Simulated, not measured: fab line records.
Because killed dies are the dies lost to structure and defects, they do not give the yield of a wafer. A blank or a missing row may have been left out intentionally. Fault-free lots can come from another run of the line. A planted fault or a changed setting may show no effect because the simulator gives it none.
Which tool is to blame? | flow gf180mcu | 12 lots, 36 wafers sampled, at 5 steps of a route of 602

== WHAT THE GAUGES SHOWED, per wafer ==
GF_M1_CD_MEAS_14 targets a cd of 230 nm.
lot  | measured     | on       | cdNm (nm)
L740 | day 17 02:36 | cdSem-01 | 227.0 228.5 227.9
L741 | day 18 03:51 | cdSem-01 | 228.8 230.9 229.4
L743 | day 18 12:50 | cdSem-01 | 229.6 230.1 229.5
L745 | day 19 04:05 | cdSem-01 | 231.5 230.7 231.7
L748 | day 19 21:20 | cdSem-01 | 230.6 232.0 231.5
L750 | day 20 12:15 | cdSem-01 | 250.5 250.9 249.9
L751 | day 20 21:25 | cdSem-02 | 250.0 250.8 249.4
L752 | day 21 09:04 | cdSem-02 | 245.6 246.2 244.9
L753 | day 21 17:27 | cdSem-01 | 230.6 229.0 229.3
L755 | day 22 09:59 | cdSem-02 | 231.6 230.2 231.7
L756 | day 22 19:00 | cdSem-02 | 230.3 230.8 231.9
L758 | day 23 16:20 | cdSem-01 | 229.4 228.6 228.6

== WHICH TOOL RAN EACH LOT (tool, then ch and the chambers of the sampled wafers, then the start) ==
lot  | GF_CONTACT_ETCH_16                | GF_CONTACT_ETCH_17                           | GF_M1_SPUTTER_00            | GF_M1_EXPOSE_11
L740 | rieDiel-03 ch 2,3, day 16 02:23   | rieDiel-03 ch 2,3, day 16 03:38 or earlier   | pvdSputter-02, day 16 03:38 | krfScanner-02 ch 0, day 16 15:19
L741 | rieDiel-02 ch 1,2, day 17 03:17   | rieDiel-02 ch 1,2, day 17 04:26 or earlier   | pvdSputter-02, day 17 04:26 | krfScanner-02 ch 0, day 17 16:35
L743 | rieDiel-03 ch 0,1,2, day 17 12:11 | rieDiel-03 ch 0,1,2, day 17 13:26 or earlier | pvdSputter-01, day 17 13:26 | krfScanner-01 ch 0, day 18 01:16
L745 | rieDiel-02 ch 0,1, day 18 02:35   | rieDiel-02 ch 0,1, day 18 03:49 or earlier   | pvdSputter-04, day 18 03:49 | krfScanner-02 ch 0, day 18 16:19
L748 | rieDiel-01 ch 1,3, day 18 19:35   | rieDiel-01 ch 1,3, day 18 20:49 or earlier   | pvdSputter-01, day 18 20:49 | krfScanner-02 ch 0, day 19 08:47
L750 | rieDiel-01 ch 1,2, day 19 11:06   | rieDiel-01 ch 1,2, day 19 12:15 or earlier   | pvdSputter-04, day 19 12:15 | krfScanner-02 ch 0, day 20 00:22
L751 | rieDiel-03 ch 0,1,3, day 19 20:09 | rieDiel-03 ch 0,1,3, day 19 21:18 or earlier | pvdSputter-01, day 19 21:18 | krfScanner-02 ch 0, day 20 09:38
L752 | rieDiel-02 ch 1,2,3, day 20 07:49 | rieDiel-02 ch 1,2,3, day 20 08:58 or earlier | pvdSputter-01, day 20 08:58 | krfScanner-02 ch 0, day 20 20:59
L753 | rieDiel-03 ch 0,3, day 20 16:18   | rieDiel-03 ch 0,3, day 20 17:30 or earlier   | pvdSputter-02, day 20 17:30 | krfScanner-01 ch 0, day 21 05:49
L755 | rieDiel-01 ch 0,1,3, day 21 09:26 | rieDiel-01 ch 0,1,3, day 21 10:35 or earlier | pvdSputter-01, day 21 10:35 | krfScanner-01 ch 0, day 21 22:38
L756 | rieDiel-03 ch 0,1,2, day 21 19:12 | rieDiel-03 ch 0,1,2, day 21 20:20 or earlier | pvdSputter-01, day 21 20:20 | krfScanner-01 ch 0, day 22 07:57
L758 | rieDiel-02 ch 1,2, day 22 15:52   | rieDiel-02 ch 1,2, day 22 17:05 or earlier   | pvdSputter-04, day 22 17:05 | krfScanner-01 ch 0, day 23 05:01
- GF_CONTACT_ETCH_16: etches BARC in N2/H2.
- GF_CONTACT_ETCH_17: etches SiO2 in C4F8/O2/Ar, stops on CoSi2, target depth 860 nm.
- GF_M1_SPUTTER_00: material Ti, target thk 37.5 nm, time 150 s.
- GF_M1_EXPOSE_11: exposes mask Metal1, target cd 230 nm.

== WHAT THE TOOLS THEMSELVES READ (means of the sampled wafers that have a number; where no wafer has one, the mark that the record gives instead) ==
GF_CONTACT_ETCH_16.
lot  | tool       | drypumpMotorCurrentA (A) | h2FlowSccm (sccm) | oesProductAu (a.u.) | throttleValvePct (%)
L740 | rieDiel-03 | 5.3                      | 200.3             | 0.855               | 13.227
L741 | rieDiel-02 | 6.3                      | 199.8             | 0.852               | 13.223
L743 | rieDiel-03 | 5.8                      | 199.7             | 0.852               | 13.218
L745 | rieDiel-02 | 5.4                      | 200.2             | 0.858               | 13.229
L748 | rieDiel-01 | 5.7                      | 200.6             | 0.856               | 13.217
L750 | rieDiel-01 | 5.1                      | 200.1             | 0.854               | 13.229
L751 | rieDiel-03 | 6.1                      | 200.8             | 0.854               | 13.223
L752 | rieDiel-02 | 5.9                      | 199.4             | 0.856               | 13.227
L753 | rieDiel-03 | 6.1                      | 200.4             | 0.849               | 13.221
L755 | rieDiel-01 | 5.6                      | 200.7             | 0.855               | 13.234
L756 | rieDiel-03 | 5.8                      | 200.3             | 0.846               | 13.222
L758 | rieDiel-02 | 5.9                      | 200.4             | 0.851               | 13.229

GF_CONTACT_ETCH_17.
lot  | tool       | oesProductAu (a.u.)
L740 | rieDiel-03 | 0.813
L741 | rieDiel-02 | 0.817
L743 | rieDiel-03 | 0.807
L745 | rieDiel-02 | 0.812
L748 | rieDiel-01 | 0.813
L750 | rieDiel-01 | 0.809
L751 | rieDiel-03 | 0.817
L752 | rieDiel-02 | 0.811
L753 | rieDiel-03 | 0.817
L755 | rieDiel-01 | 0.814
L756 | rieDiel-03 | 0.814
L758 | rieDiel-02 | 0.818

GF_M1_SPUTTER_00.
lot  | tool          | throttleValvePct (%)
L740 | pvdSputter-02 | 29.7
L741 | pvdSputter-02 | 29.5
L743 | pvdSputter-01 | 29.5
L745 | pvdSputter-04 | 30.7
L748 | pvdSputter-01 | 29.4
L750 | pvdSputter-04 | 30.8
L751 | pvdSputter-01 | 28.8
L752 | pvdSputter-01 | 29.5
L753 | pvdSputter-02 | 29.6
L755 | pvdSputter-01 | 28.6
L756 | pvdSputter-01 | 29.4
L758 | pvdSputter-04 | 30.8

GF_M1_EXPOSE_11.
lot  | tool          | exposureDoseMJCm2
L740 | krfScanner-02 | 27.998
L741 | krfScanner-02 | 28.016
L743 | krfScanner-01 | 27.957
L745 | krfScanner-02 | 27.990
L748 | krfScanner-02 | 27.959
L750 | krfScanner-02 | 24.505
L751 | krfScanner-02 | 24.515
L752 | krfScanner-02 | 25.187
L753 | krfScanner-01 | 28.002
L755 | krfScanner-01 | 27.974
L756 | krfScanner-01 | 28.024
L758 | krfScanner-01 | 28.007

== THE ANSWER, worked out from the rows above alone ==
Rule: usual is defined by the lots themselves. Put in order of their means at a reading, lots are off if they are a third of the lots or fewer, leave a main group of 4 or more, and stand apart from it by a gap of 3 or more times the standard deviation of the main group's means; of several such gaps the widest counts. If all means in a main group match to the digits the tables above print for the reading, that group is not used. A lot without any number at a reading at which 4 lots or more have one is off too. The other lots that the step has rows for count as sound. After the gauges, taken in route order, come the tools' own readings; for these a lot's mean is taken, as printed above. At the first step where some lot is off, the reading lying furthest off is the one used; lots without a number count as furthest.
Off: L750, L751, L752 (GF_M1_CD_MEAS_14, cdNm). Mean 230.1 nm and standard deviation 1.2 in the main group.
If a tool, at a process step before that reading, ran all the lots that are off and no sound lot after the first of them, it fits. The gauges at GF_M1_CD_MEAS_14 aren't tried: what is off there is off at GF_M1_EXPOSE_11 too, on other tools, and a gauge's error can't cause that. With no start given for some of its lots, GF_CONTACT_ETCH_17 uses the hours and lot order of GF_M1_SPUTTER_00. One fits: krfScanner-02 at GF_M1_EXPOSE_11. Its last sound lot is L748 (day 19 08:47), its first lot that is off L750 (day 20 00:22): a fault that began between those two fits.
The tool's own readings at GF_M1_EXPOSE_11 bear it out: on the lots that are off they differ by more than 5 times the standard deviation of the sound lots' means. exposureDoseMJCm2 reads 24.736 there against 27.992 on the sound lots.

== WHAT THE SIMULATOR PUT IN ==
Drift in process parameters on krfScanner-02 at GF_M1_EXPOSE_11, starting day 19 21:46. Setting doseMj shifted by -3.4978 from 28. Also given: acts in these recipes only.
Shown lots that were struck: L750, L751, L752. The same result came from the rule above.
